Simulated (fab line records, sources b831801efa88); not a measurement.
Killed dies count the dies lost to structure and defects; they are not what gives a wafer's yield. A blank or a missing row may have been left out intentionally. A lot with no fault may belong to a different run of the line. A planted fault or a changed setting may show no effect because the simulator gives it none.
fab line records	flow sky130
record: lots: 24	wafers: 72	lastDay: 51
route steps=708 shown LI_CONTACT@363 LOCAL_INTERCONNECT@402 CONTACT@406
lots untouched by any fault: they come from a run of this same line in which no faults occurred
startH: hours from the record's opening day to when the first of the lot's shown wafers began	waitH: hours since the lot's step before	" same as the row above	L1.1+2: one row covering several wafers at once	- no value, or no start given	* or withheld: withheld	< > ~ a bound
route shown NAME@n: NAME is a module with steps in the file, n the number in the route of the first one	usual: average and standard deviation across the fault-free wafers	same: alike in all rows	chamber/n: place in a boat	sites: the reading at each site	_std_site: the standard deviation of these	_edge_site: outer sites' mean less inner sites'	radiusMm: how far each site lies from the wafer's centre	mask NAME#n: copy n	behind: the last tool/chamber to shape the wafer	hold: why the lot was held/for how many hours/how that ended	device: names the non-switching transistor (n, p or np)	end of line: tests run on the same wafers once the route is complete	a step without rows: its recipe alone	killed: at the first sort, the dies lost to defects and structure; wafer yield is something else	map: per-die view of a wafer (x killed, . not killed, _ where there is no die)
set.NAME: setting as actually run; set.NAME@STEP: the setting as run at that earlier step	model.NAME: the simulator's own value behind a step, which no gauge read
the route's steps for a sample of lots (tables are steps, rows are wafers)
services: from which hour (startH, from the record's first day; less than 0 if before it) a tool's chamber was out of use, for how many hours, and why
== steps ==
step: SKY_LI_CONTACT_THK_MEAS_01
recipe: reads: PSG_of_LI_CONTACT_HDPCVD_00
usual: LI_CONTACT_HDPCVD_THK: 925/11
lot.wafer	tool	chamber	startH	waitH	LI_CONTACT_HDPCVD_THK[nm]
L074.1	filmMetro-03	-	690.85	0.1	930
L074.2	"	-	"	"	926
L074.3	"	-	"	"	932
L075.1	filmMetro-03	-	694.72	0.1	945
L075.3	"	-	"	"	943
L075.4	"	-	"	"	941
L076.1	filmMetro-03	-	696.88	0.1	937
L076.2	"	-	"	"	940
L076.4	"	-	"	"	943
L077.1	filmMetro-04	-	724.02	0.1	931
L077.2	"	-	"	"	951
L077.5	"	-	"	"	939
L078.4	filmMetro-03	-	724.88	0.0	913
L078.5	"	-	"	"	946
L078.6	"	-	"	"	928
L079.2	filmMetro-01	-	728.65	0.1	930
L079.3	"	-	"	"	933
L079.6	"	-	"	"	932
L080.1	filmMetro-01	-	733.23	0.1	918
L080.2	"	-	"	"	914
L080.6	"	-	"	"	915
L081.2	filmMetro-04	-	750.33	0.1	924
L081.3	"	-	"	"	910
L081.5	"	-	"	"	918
L082.1	filmMetro-01	-	755.56	0.1	918
L082.3	"	-	"	"	917
L082.6	"	-	"	"	920
L083.2	filmMetro-03	-	757.55	0.1	922
L083.4	"	-	"	"	918
L083.6	"	-	"	"	903
L084.1	filmMetro-03	-	771.38	0.1	906
L084.2	"	-	"	"	927
L084.5	"	-	"	"	926
L085.2	filmMetro-04	-	779.50	0.1	923
L085.4	"	-	"	"	937
L085.5	"	-	"	"	919
L086.2	filmMetro-03	-	786.96	0.1	924
L086.3	"	-	"	"	924
L086.6	"	-	"	"	921
L088.3	filmMetro-01	-	792.90	0.1	918
L088.4	"	-	"	"	921
L088.6	"	-	"	"	929
L087.3	filmMetro-01	-	798.00	0.1	938
L087.4	"	-	"	"	929
L087.6	"	-	"	"	937
L089.1	filmMetro-04	-	800.09	0.1	935
L089.5	"	-	"	"	916
L089.6	"	-	"	"	922
L090.1	filmMetro-03	-	810.82	0.1	908
L090.4	"	-	"	"	926
L090.5	"	-	"	"	926
L091.2	filmMetro-01	-	814.54	0.1	925
L091.3	"	-	"	"	916
L091.6	"	-	"	"	908
L092.1	filmMetro-01	-	819.32	0.1	922
L092.3	"	-	"	"	908
L092.4	"	-	"	"	926
L093.2	filmMetro-01	-	826.88	0.1	922
L093.3	"	-	"	"	913
L093.4	"	-	"	"	927
L094.1	filmMetro-03	-	832.81	0.1	919
L094.2	"	-	"	"	916
L094.6	"	-	"	"	912
L095.1	filmMetro-04	-	843.40	0.1	903
L095.2	"	-	"	"	923
L095.4	"	-	"	"	912
L096.2	filmMetro-03	-	847.99	0.1	915
L096.3	"	-	"	"	934
L096.6	"	-	"	"	915
L097.1	filmMetro-01	-	854.89	0.1	924
L097.2	"	-	"	"	936
L097.3	"	-	"	"	926
step: SKY_LI_CONTACT_ETCH_14
recipe: chemistry: N2/H2	target: BARC	ionEnergyEv: 200	sourceW: 500	biasW: 100	pressureMtorr: 30	n2FlowSccm: 100	h2FlowSccm: 200	stopOn: SiO2	timeS: 45.9	targetDepthA: 600
usual: drypumpMotorCurrentA: 5.5/0.42	oesProductAu: 0.854/0.0046	throttleValvePct: 13.224/0.0087
lot.wafer	tool	chamber	startH	waitH	drypumpMotorCurrentA	oesProductAu	rfHoursCounterH	throttleValvePct
L074.1	rieDiel-01	2	718.71	0.0	5.9	0.857	44	13.247
L074.2	"	0	"	"	5.8	0.848	10	13.208
L074.3	"	3	"	"	5.7	0.852	8	13.226
L075.1	rieDiel-02	3	723.34	0.0	5.8	0.849	1	13.216
L075.3	"	2	"	"	6.3	0.855	19	13.239
L075.4	"	0	"	"	5.3	0.850	32	13.225
L076.1	rieDiel-01	2	725.59	0.0	5.9	0.855	44	13.216
L076.2	"	0	"	"	5.7	0.844	11	13.215
L076.4	"	3	"	"	5.6	0.852	8	13.211
L077.1	rieDiel-04	3	752.88	0.0	5.5	0.860	11	13.226
L077.2	"	2	"	"	6.0	0.861	49	13.211
L077.5	"	1	"	"	5.4	0.856	-	13.217
L078.4	rieDiel-04	0	754.60	0.0	5.7	0.851	20	13.214
L078.5	"	1	"	"	5.3	0.859	-	13.217
L078.6	"	2	"	"	5.9	0.849	-	13.228
L079.2	rieDiel-01	3	757.78	0.0	5.7	0.856	9	13.225
L079.3	"	0	"	"	5.8	0.850	12	13.217
L079.6	"	0	"	"	5.8	0.850	-	13.210
L080.1	rieDiel-02	1	761.06	0.0	4.9	0.856	5	13.220
L080.2	"	0	"	"	5.3	0.859	32	13.238
L080.6	"	3	"	"	5.8	0.851	-	13.226
L081.2	rieDiel-02	1	778.29	0.0	4.9	0.864	5	13.220
L081.3	"	0	"	"	5.3	0.855	33	13.251
L081.5	"	2	"	"	6.3	0.856	-	13.234
L082.1	rieDiel-01	3	783.28	0.0	5.7	0.862	10	13.227
L082.3	"	1	"	"	4.9	0.859	1	13.231
L082.6	"	1	"	"	4.9	0.854	-	13.231
L083.2	rieDiel-02	3	785.84	0.0	5.8	0.851	2	13.224
L083.4	"	2	"	"	6.3	0.852	20	13.219
L083.6	"	2	"	"	6.3	0.858	-	13.216
L084.1	rieDiel-04	1	798.56	0.0	5.3	0.859	10	13.217
L084.2	"	3	"	"	5.5	0.849	13	13.222
L084.5	"	1	"	"	5.3	0.857	-	13.224
L085.2	rieDiel-01	3	806.99	0.0	5.6	0.858	11	13.231
L085.4	"	1	"	"	4.9	0.858	2	13.216
L085.5	"	3	"	"	5.6	0.851	-	13.212
L086.2	rieDiel-04	2	814.24	0.0	5.9	0.855	0	13.241
L086.3	"	3	"	"	5.5	0.855	13	13.230
L086.6	"	3	"	"	5.5	0.856	-	13.210
L088.3	rieDiel-04	3	820.41	0.0	5.5	0.855	13	13.212
L088.4	"	0	"	"	5.7	0.857	21	13.217
L088.6	"	0	"	"	5.7	0.853	-	13.212
L087.3	rieDiel-02	2	825.83	0.0	6.3	0.854	21	13.231
L087.4	"	0	"	"	5.3	0.856	0	13.217
L087.6	"	2	"	"	6.4	0.855	-	13.226
L089.1	rieDiel-04	3	827.44	0.0	5.5	0.850	14	13.224
L089.5	"	0	"	"	5.7	0.854	-	13.235
L089.6	"	1	"	"	5.3	0.854	-	13.221
L090.1	rieDiel-02	1	838.36	0.0	4.9	0.851	7	13.231
L090.4	"	3	"	"	5.8	0.857	3	13.225
L090.5	"	0	"	"	5.3	0.858	-	13.224
L091.2	rieDiel-01	1	842.11	0.0	4.9	0.856	3	13.218
L091.3	"	0	"	"	5.8	0.855	14	13.232
L091.6	"	1	"	"	4.9	0.853	-	13.216
L092.1	rieDiel-04	1	846.71	0.0	5.4	0.847	12	13.223
L092.3	"	0	"	"	5.7	0.856	22	13.219
L092.4	"	0	"	"	5.6	0.858	-	13.223
L093.2	rieDiel-02	3	854.16	0.0	5.8	0.859	4	13.210
L093.3	"	0	"	"	5.3	0.848	1	13.237
L093.4	"	2	"	"	6.3	0.857	22	13.228
L094.1	rieDiel-02	0	859.59	0.0	5.3	0.857	1	13.211
L094.2	"	1	"	"	4.9	0.848	8	13.213
L094.6	"	1	"	"	4.9	0.852	-	13.219
L095.1	rieDiel-02	1	871.16	0.0	4.9	0.851	8	13.220
L095.2	"	3	"	"	5.8	0.853	4	13.219
L095.4	"	3	"	"	5.8	0.856	-	13.220
L096.2	rieDiel-04	1	875.81	0.0	5.3	0.854	12	13.228
L096.3	"	3	"	"	5.5	0.850	15	13.231
L096.6	"	1	"	"	5.3	0.849	-	13.221
L097.1	rieDiel-02	3	881.84	0.0	5.8	0.853	5	13.220
L097.2	"	2	"	"	6.3	0.854	0	13.220
L097.3	"	1	"	"	4.9	0.844	8	13.232
step: SKY_LOCAL_INTERCONNECT_STRIP_15
recipe: chemistry: O2/N2	powerW: 1400	pressureMtorr: 1500	platenTempC: withheld	o2FlowSccm: 3000	n2FlowSccm: 300	overashFraction: 0.5
usual: drypumpMotorCurrentA: 5.5/0.48	oesProductAu: 0.430/0.0044	stripTimeToEndpointS: 4.790/0.025
lot.wafer	tool	chamber	startH	waitH	drypumpMotorCurrentA	oesProductAu	rfHoursCounterH	stripTimeToEndpointS
L074.1	plasmaAsher-04	1	746.92	0.0	5.4	0.431	32	4.811
L074.2	"	0	"	"	5.8	0.428	32	4.814
L074.3	"	0	"	"	5.8	0.428	-	4.782
L075.1	plasmaAsher-04	1	753.23	0.0	5.4	0.436	32	4.788
L075.3	"	0	"	"	5.8	0.429	-	4.788
L075.4	"	1	"	"	5.4	0.424	-	4.829
L076.1	plasmaAsher-04	0	756.00	0.0	5.8	0.429	33	4.795
L076.2	"	1	"	"	5.4	0.426	33	4.787
L076.4	"	0	"	"	5.8	0.424	-	4.802
L077.1	plasmaAsher-03	0	781.37	0.0	5.8	0.424	94	4.718
L077.2	"	1	"	"	5.1	0.428	94	4.789
L077.5	"	0	"	"	5.8	0.431	-	4.751
L078.4	plasmaAsher-02	0	783.80	0.1	4.8	0.435	-	4.779
L078.5	"	1	"	"	6.7	0.424	-	4.746
L078.6	"	0	"	"	4.8	0.432	-	4.757
L079.2	plasmaAsher-02	0	786.72	0.1	4.8	0.428	65	4.773
L079.3	"	0	"	"	4.8	0.427	-	4.767
L079.6	"	0	"	"	4.8	0.429	-	4.766
L080.1	plasmaAsher-04	1	789.79	0.0	5.4	0.425	37	4.772
L080.2	"	0	"	"	5.8	0.424	37	4.808
L080.6	"	1	"	"	5.4	0.429	-	4.796
L081.2	plasmaAsher-02	1	806.13	0.1	6.6	0.431	67	4.758
L081.3	"	1	"	"	6.7	0.433	-	4.768
L081.5	"	0	"	"	4.8	0.428	-	4.763
L082.1	plasmaAsher-03	1	811.72	0.0	5.1	0.429	97	4.775
L082.3	"	0	"	"	5.7	0.432	-	4.796
L082.6	"	1	"	"	5.1	0.434	-	4.782
L083.2	plasmaAsher-03	1	813.70	0.0	5.1	0.439	97	4.820
L083.4	"	1	"	"	5.1	0.430	-	4.836
L083.6	"	0	"	"	5.7	0.427	-	4.819
L084.1	plasmaAsher-03	0	826.77	0.0	5.8	0.428	99	4.791
L084.2	"	1	"	"	5.1	0.431	99	4.757
L084.5	"	1	"	"	5.1	0.423	-	4.767
L085.2	plasmaAsher-03	1	835.82	0.0	5.1	0.431	100	4.832
L085.4	"	0	"	"	5.8	0.434	-	4.852
L085.5	"	1	"	"	5.1	0.429	-	4.814
L086.2	plasmaAsher-03	0	843.62	0.0	5.7	0.436	101	4.830
L086.3	"	0	"	"	5.7	0.425	-	4.807
L086.6	"	0	"	"	5.8	0.424	-	4.793
L088.3	plasmaAsher-03	0	848.20	0.1	5.7	0.426	-	4.764
L088.4	"	1	"	"	5.1	0.431	-	4.819
L088.6	"	1	"	"	5.2	0.434	-	4.778
L087.3	plasmaAsher-03	1	854.25	0.1	5.1	0.423	-	4.764
L087.4	"	0	"	"	5.8	0.432	-	4.788
L087.6	"	0	"	"	5.8	0.428	-	4.779
L089.1	plasmaAsher-04	1	855.85	0.0	5.4	0.427	43	4.770
L089.5	"	1	"	"	5.4	0.422	-	4.747
L089.6	"	0	"	"	5.9	0.435	-	4.791
L090.1	plasmaAsher-04	0	866.82	0.0	5.8	0.431	44	4.814
L090.4	"	0	"	"	5.8	0.432	-	4.774
L090.5	"	0	"	"	5.8	0.433	-	4.846
L091.2	plasmaAsher-03	0	870.47	0.0	5.8	0.433	103	4.785
L091.3	"	0	"	"	5.8	0.434	-	4.772
L091.6	"	0	"	"	5.8	0.424	-	4.785
L092.1	plasmaAsher-04	1	875.85	0.0	5.4	0.426	45	4.774
L092.3	"	0	"	"	5.8	0.438	-	4.790
L092.4	"	1	"	"	5.4	0.433	-	4.830
L093.2	plasmaAsher-03	1	882.85	0.0	5.1	0.435	105	4.777
L093.3	"	1	"	"	5.1	0.426	-	4.733
L093.4	"	0	"	"	5.8	0.430	-	4.784
L094.1	plasmaAsher-02	1	888.17	0.0	6.7	0.436	74	4.792
L094.2	"	0	"	"	4.8	0.419	74	4.785
L094.6	"	1	"	"	6.6	0.440	-	4.800
L095.1	plasmaAsher-03	0	900.07	0.0	5.8	0.428	106	4.766
L095.2	"	1	"	"	5.1	0.429	106	4.804
L095.4	"	0	"	"	5.8	0.428	-	4.802
L096.2	plasmaAsher-03	0	904.12	0.0	5.8	0.426	107	4.806
L096.3	"	1	"	"	5.1	0.430	-	4.790
L096.6	"	0	"	"	5.8	0.436	-	4.771
L097.1	plasmaAsher-03	1	910.47	0.1	5.1	0.426	107	4.759
L097.2	"	0	"	"	5.8	0.426	107	4.781
L097.3	"	1	"	"	5.1	0.426	-	4.779
step: SKY_CONTACT_CVD_00
recipe: material: Si3N4	targetThkNm: 75	tempC: 400	timeS: withheld	rfW: 450
usual: heaterPowerW: 693/100
lot.wafer	tool	chamber	startH	waitH	heaterPowerW
L074.1	pecvd-01	0	747.69	0.0	708
L074.2	"	2	"	"	619
L074.3	"	1	"	"	842
L075.1	pecvd-01	2	753.87	0.0	561
L075.3	"	1	"	"	777
L075.4	"	0	"	"	682
L076.1	pecvd-02	0	756.63	0.0	464
L076.2	"	1	"	"	666
L076.4	"	1	"	"	674
L077.1	pecvd-02	1	782.03	0.0	683
L077.2	"	2	"	"	816
L077.5	"	2	"	"	813
L078.4	pecvd-01	0	784.87	0.0	682
L078.5	"	1	"	"	822
L078.6	"	2	"	"	628
L079.2	pecvd-03	1	787.74	0.0	648
L079.3	"	0	"	"	833
L079.6	"	0	"	"	808
L080.1	pecvd-01	1	790.88	0.0	723
L080.2	"	2	"	"	556
L080.6	"	0	"	"	749
L081.2	pecvd-03	0	806.91	0.0	868
L081.3	"	2	"	"	657
L081.5	"	1	"	"	766
L082.1	pecvd-01	1	812.80	0.0	714
L082.3	"	2	"	"	568
L082.6	"	1	"	"	717
L083.2	pecvd-01	0	814.77	0.0	827
L083.4	"	0	"	"	656
L083.6	"	2	"	"	572
L084.1	pecvd-02	0	827.36	0.0	561
L084.2	"	2	"	"	799
L084.5	"	0	"	"	552
L085.2	pecvd-03	2	836.45	0.0	631
L085.4	"	0	"	"	772
L085.5	"	2	"	"	637
L086.2	pecvd-02	2	844.22	0.0	796
L086.3	"	0	"	"	572
L086.6	"	2	"	"	831
L088.3	pecvd-02	2	848.77	0.0	831
L088.4	"	2	"	"	646
L088.6	"	1	"	"	704
L087.3	pecvd-02	0	854.82	0.0	548
L087.4	"	1	"	"	650
L087.6	"	2	"	"	746
L089.1	pecvd-01	2	856.59	0.0	646
L089.5	"	2	"	"	640
L089.6	"	0	"	"	735
L090.1	pecvd-01	1	867.41	0.0	816
L090.4	"	2	"	"	569
L090.5	"	1	"	"	803
L091.2	pecvd-02	1	871.06	0.0	718
L091.3	"	0	"	"	528
L091.6	"	2	"	"	812
L092.1	pecvd-02	1	876.45	0.0	712
L092.3	"	0	"	"	480
L092.4	"	1	"	"	718
L093.2	pecvd-01	1	883.44	0.0	771
L093.3	"	0	"	"	780
L093.4	"	0	"	"	782
L094.1	pecvd-02	0	888.77	0.0	534
L094.2	"	2	"	"	800
L094.6	"	1	"	"	737
L095.1	pecvd-02	0	900.66	0.0	547
L095.2	"	2	"	"	780
L095.4	"	2	"	"	785
L096.2	pecvd-02	2	904.71	0.0	820
L096.3	"	0	"	"	537
L096.6	"	1	"	"	613
L097.1	pecvd-01	1	911.06	0.0	732
L097.2	"	2	"	"	573
L097.3	"	0	"	"	762
step: SKY_CONTACT_BOW_MEAS_05
recipe: mode: bow
usual: CONTACT_BOW: 80/5.6
lot.wafer	tool	chamber	startH	waitH	CONTACT_BOW[um]
L074.1	filmMetro-03	-	748.21	0.1	86
L074.2	"	-	"	"	81
L074.3	"	-	"	"	78
L075.1	filmMetro-02	-	754.39	0.1	73
L075.3	"	-	"	"	72
L075.4	"	-	"	"	82
L076.1	filmMetro-01	-	757.15	0.2	91
L076.2	"	-	"	"	77
L076.4	"	-	"	"	82
L077.1	filmMetro-03	-	782.57	0.2	74
L077.2	"	-	"	"	78
L077.5	"	-	"	"	80
L078.4	filmMetro-01	-	785.44	0.3	81
L078.5	"	-	"	"	71
L078.6	"	-	"	"	80
L079.2	filmMetro-03	-	788.29	0.3	79
L079.3	"	-	"	"	80
L079.6	"	-	"	"	75
L080.1	filmMetro-03	-	791.40	0.2	77
L080.2	"	-	"	"	81
L080.6	"	-	"	"	88
L081.2	filmMetro-02	-	807.45	0.1	84
L081.3	"	-	"	"	94
L081.5	"	-	"	"	93
L082.1	filmMetro-02	-	813.33	0.2	75
L082.3	"	-	"	"	80
L082.6	"	-	"	"	80
L083.2	filmMetro-02	-	815.65	0.2	75
L083.4	"	-	"	"	82
L083.6	"	-	"	"	79
L084.1	filmMetro-03	-	827.90	0.1	72
L084.2	"	-	"	"	81
L084.5	"	-	"	"	78
L085.2	filmMetro-02	-	836.99	0.2	76
L085.4	"	-	"	"	83
L085.5	"	-	"	"	84
L086.2	filmMetro-01	-	844.78	0.1	89
L086.3	"	-	"	"	79
L086.6	"	-	"	"	84
L088.3	filmMetro-01	-	849.33	0.2	90
L088.4	"	-	"	"	83
L088.6	"	-	"	"	86
L087.3	filmMetro-01	-	855.38	0.2	84
L087.4	"	-	"	"	75
L087.6	"	-	"	"	73
L089.1	filmMetro-01	-	857.12	0.1	81
L089.5	"	-	"	"	82
L089.6	"	-	"	"	74
L090.1	filmMetro-03	-	867.93	0.1	76
L090.4	"	-	"	"	85
L090.5	"	-	"	"	87
L091.2	filmMetro-02	-	871.60	0.2	88
L091.3	"	-	"	"	81
L091.6	"	-	"	"	83
L092.1	filmMetro-02	-	876.99	0.2	81
L092.3	"	-	"	"	77
L092.4	"	-	"	"	81
L093.2	filmMetro-01	-	883.99	0.2	77
L093.3	"	-	"	"	82
L093.4	"	-	"	"	88
L094.1	filmMetro-03	-	889.29	0.1	82
L094.2	"	-	"	"	81
L094.6	"	-	"	"	79
L095.1	filmMetro-02	-	901.18	0.2	78
L095.2	"	-	"	"	82
L095.4	"	-	"	"	77
L096.2	filmMetro-02	-	905.31	0.3	73
L096.3	"	-	"	"	86
L096.6	"	-	"	"	84
L097.1	filmMetro-01	-	911.58	0.1	76
L097.2	"	-	"	"	79
L097.3	"	-	"	"	76
step: SKY_CONTACT_ETCH_17
recipe: target: SiO2	chemistry: C4F8/O2/Ar	stopOn: Si3N4	maskMaterial: KrF-thick	sourceW: 1500	biasW: 1200	pressureMtorr: 40	c4f8FlowSccm: withheld	O2_flow_sccm: 6	Ar_flow_sccm: 300	timeS: withheld	targetDepthA: 3400
usual: oesProductAu: 0.892/0.005
lot.wafer	tool	chamber	startH	waitH	oesProductAu
L074.1	rieDiel-01	1	775.05	0.0	0.894
L074.2	"	0	"	"	0.893
L074.3	"	3	"	"	0.889
L075.1	rieDiel-01	3	781.30	0.0	0.886
L075.3	"	1	"	"	0.893
L075.4	"	0	"	"	0.892
L076.1	rieDiel-03	2	784.95	0.0	0.896
L076.2	"	0	"	"	0.896
L076.4	"	1	"	"	0.897
L077.1	rieDiel-04	1	809.25	0.0	0.889
L077.2	"	2	"	"	0.894
L077.5	"	3	"	"	0.887
L078.4	rieDiel-04	1	812.60	0.0	0.885
L078.5	"	1	"	"	0.885
L078.6	"	0	"	"	0.896
L079.2	rieDiel-04	3	815.85	0.0	0.898
L079.3	"	2	"	"	0.897
L079.6	"	2	"	"	0.894
L080.1	rieDiel-03	2	818.10	0.0	0.905
L080.2	"	3	"	"	0.897
L080.6	"	2	"	"	0.894
L081.2	rieDiel-03	1	834.25	0.0	0.882
L081.3	"	0	"	"	0.895
L081.5	"	0	"	"	0.890
L082.1	rieDiel-03	2	840.65	0.0	0.890
L082.3	"	3	"	"	0.892
L082.6	"	2	"	"	0.892
L083.2	rieDiel-03	3	842.85	0.0	0.894
L083.4	"	2	"	"	0.886
L083.6	"	1	"	"	0.889
L084.1	rieDiel-01	1	855.30	0.0	0.898
L084.2	"	3	"	"	0.890
L084.5	"	3	"	"	0.894
L085.2	rieDiel-04	0	864.00	0.0	0.897
L085.4	"	1	"	"	0.891
L085.5	"	3	"	"	0.884
L086.2	rieDiel-01	0	872.22	0.0	0.892
L086.3	"	2	"	"	0.896
L086.6	"	2	"	"	0.895
L088.3	rieDiel-03	2	876.55	0.0	0.888
L088.4	"	3	"	"	0.893
L088.6	"	3	"	"	0.887
L087.3	rieDiel-01	3	881.60	0.0	0.896
L087.4	"	0	"	"	0.892
L087.6	"	2	"	"	0.888
L089.1	rieDiel-04	3	883.60	0.0	0.889
L089.5	"	2	"	"	0.896
L089.6	"	1	"	"	0.894
L090.1	rieDiel-04	0	894.95	0.0	0.889
L090.4	"	2	"	"	0.890
L090.5	"	3	"	"	0.885
L091.2	rieDiel-03	1	898.25	0.0	0.887
L091.3	"	0	"	"	0.886
L091.6	"	2	"	"	0.897
L092.1	rieDiel-04	1	903.65	0.0	0.897
L092.3	"	0	"	"	0.895
L092.4	"	3	"	"	0.891
L093.2	rieDiel-04	2	910.40	0.0	0.901
L093.3	"	1	"	"	0.885
L093.4	"	3	"	"	0.892
L094.1	rieDiel-01	3	915.60	0.0	0.901
L094.2	"	1	"	"	0.886
L094.6	"	3	"	"	0.886
L095.1	rieDiel-03	0	927.45	0.0	0.895
L095.2	"	2	"	"	0.895
L095.4	"	3	"	"	0.903
L096.2	rieDiel-03	1	931.70	0.0	0.889
L096.3	"	3	"	"	0.893
L096.6	"	2	"	"	0.888
L097.1	rieDiel-04	3	937.60	0.0	0.897
L097.2	"	2	"	"	0.895
L097.3	"	1	"	"	0.897
== services ==
tool	chamber	startH	hours	kind
rieDiel-02	0	705.22	7.1	repair
rieDiel-01	0	705.88	3.6	repair
rieDiel-04	-	729.35	1.1	repair
rieDiel-02	2	744.20	18.7	repair
rieDiel-02	1	757.91	1.4	repair
rieDiel-04	2	758.78	4.1	repair
rieDiel-04	0	759.21	13.5	repair
rieDiel-01	1	763.23	4.7	repair
rieDiel-02	2	764.55	4.9	repair
pecvd-02	0	781.23	4.6	repair
plasmaAsher-03	-	785.20	0.7	repair
rieDiel-04	2	823.47	5.6	repair
pecvd-01	-	831.44	2.8	pm
rieDiel-04	2	840.09	12.1	repair
rieDiel-01	0	842.46	7.6	repair
rieDiel-01	1	843.13	3.0	repair
rieDiel-01	1	847.01	5.0	repair
pecvd-01	1	855.88	3.6	repair
pecvd-02	-	858.88	1.1	repair
rieDiel-01	-	860.24	2.8	pm
rieDiel-04	1	896.29	5.3	repair
rieDiel-04	0	914.43	4.6	repair
rieDiel-02	-	920.75	15.6	pm
rieDiel-04	-	925.69	0.4	repair
== key ==
fault none
